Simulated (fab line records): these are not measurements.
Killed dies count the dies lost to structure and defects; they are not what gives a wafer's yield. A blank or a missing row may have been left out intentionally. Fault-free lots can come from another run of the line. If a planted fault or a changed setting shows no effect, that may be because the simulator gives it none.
A single fault, viewed from 2 desks :: flow gf180mcu :: only its own numbers are on each desk; what lay behind them is given at the end

FROM THE METROLOGY DESK
What the gauges read, lot by lot, whatever tool the lot ran on: means of the sampled wafers that have a number. If a lot's mean is further than 4 standard deviations from the usual mean, the lot is out of limits and carries the mark OUT (the distance appears in the brackets).
Columns: A = VT_IMPLANT_TW at GF_VT_IMPLANT_TW_MEAS_10, usual 563; B = VT_IMPLANT_2_TW at GF_VT_IMPLANT_TW_MEAS_21, usual 1215; C = MVSD_RS at GF_VT_IMPLANT_RS_MEAS_46, usual 457.2 ohm/sq; D = POLY_GATE_CVD_00_THK at GF_POLY_GATE_THK_MEAS_01, usual 199.9 nm
lot: L864
first seen here: day 5 15:55
A: 570
B: 1213
C: 457.0
D: 200.1

lot: L865
first seen here: day 5 22:55
A: 571
B: 1213
C: 458.3
D: 196.9

lot: L866
first seen here: day 6 03:12
A: 565
B: 1222
C: 456.2
D: 197.6

lot: L867
first seen here: day 6 09:13
A: 561
B: 1204
C: 457.4
D: 202.7

lot: L868
first seen here: day 6 15:34
A: 561
B: 1208
C: 458.4
D: 200.5

lot: L869
first seen here: day 6 22:42
A: 563
B: 1232
C: 458.2
D: 202.3

lot: L871
first seen here: day 7 10:31
A: 565
B: 1202
C: 458.5
D: 201.1

lot: L874
first seen here: day 8 03:10
A: 561
B: 1202
C: 455.8
D: 199.0

lot: L875
first seen here: day 8 11:01
A: 561
B: 1225
C: 457.4
D: 202.4

lot: L876
first seen here: day 8 17:07
A: 559
B: 1227
C: 458.6
D: 198.3

lot: L879
first seen here: day 9 12:13
A: 569
B: 819 (-36) OUT
C: 457.0
D: 201.6

lot: L880
first seen here: day 9 17:49
A: 562
B: 1232
C: 456.3
D: 200.7

lot: L881
first seen here: day 10 01:47
A: 558
B: 812 (-37) OUT
C: 458.5
D: 199.6

lot: L882
first seen here: day 10 05:05
A: 560
B: 828 (-35) OUT
C: 456.3
D: 199.5
Finding of this desk: L879, L881, L882 out of limits, first seen on L879 at day 10 05:23 (VT_IMPLANT_2_TW at GF_VT_IMPLANT_TW_MEAS_21). L864, L865, L866, L867, L868, L869, L871, L874, L875, L876, L880: within limits.

THE TOOL OWNER'S DESK: implanter-02
For each lot that ran on this tool, the mean over its sampled wafers that have a number, from the tool's own readings at GF_VT_IMPLANT_IMPLANT_19. If a lot's mean is further than 4 standard deviations from the usual mean, the lot is out of limits and carries the mark OUT (the distance appears in the brackets).
Columns: A = dose_ions_cm2 at GF_VT_IMPLANT_IMPLANT_19, usual 4.35e+12; B = faraday_current_uA at GF_VT_IMPLANT_IMPLANT_19, usual 24.5
lot: L864
first seen here: day 6 06:22
A: 4.35e+12
B: 24.4

lot: L871
first seen here: day 8 02:16
A: 4.35e+12
B: 24.2

lot: L876
first seen here: day 9 09:43
A: 4.35e+12
B: 24.7

lot: L879
first seen here: day 10 05:09
A: 1.27e+12 (-99 or more) OUT
B: 7.1 (-35) OUT

lot: L881
first seen here: day 10 19:46
A: 1.26e+12 (-99 or more) OUT
B: 7.1 (-35) OUT

lot: L882
first seen here: day 10 22:46
A: 1.27e+12 (-99 or more) OUT
B: 7.1 (-35) OUT
This desk's finding: out of limits on L879, L881, L882; first on L879, day 10 05:09 (dose_ions_cm2 at GF_VT_IMPLANT_IMPLANT_19). L864, L871, L876: within limits.

TAKEN TOGETHER
The tool owner's desk had the chance to raise an alarm at day 10 05:09 on L879, L881, L882.
On L879, L881, L882, the metrology desk was in a position to raise an alarm at day 10 05:23.
The lots listed all ran GF_VT_IMPLANT_IMPLANT_19 on implanter-02.

WHAT HAD BEEN PUT IN BY THE SIMULATOR
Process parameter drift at GF_VT_IMPLANT_IMPLANT_19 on implanter-02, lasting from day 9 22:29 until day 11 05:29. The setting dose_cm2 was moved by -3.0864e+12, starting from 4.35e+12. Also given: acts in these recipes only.
Shown lots that were struck: L879, L881, L882.
Time in hours from fault onset to the first out-of-limits reading at each desk: tool owner's desk 7, metrology desk 7.
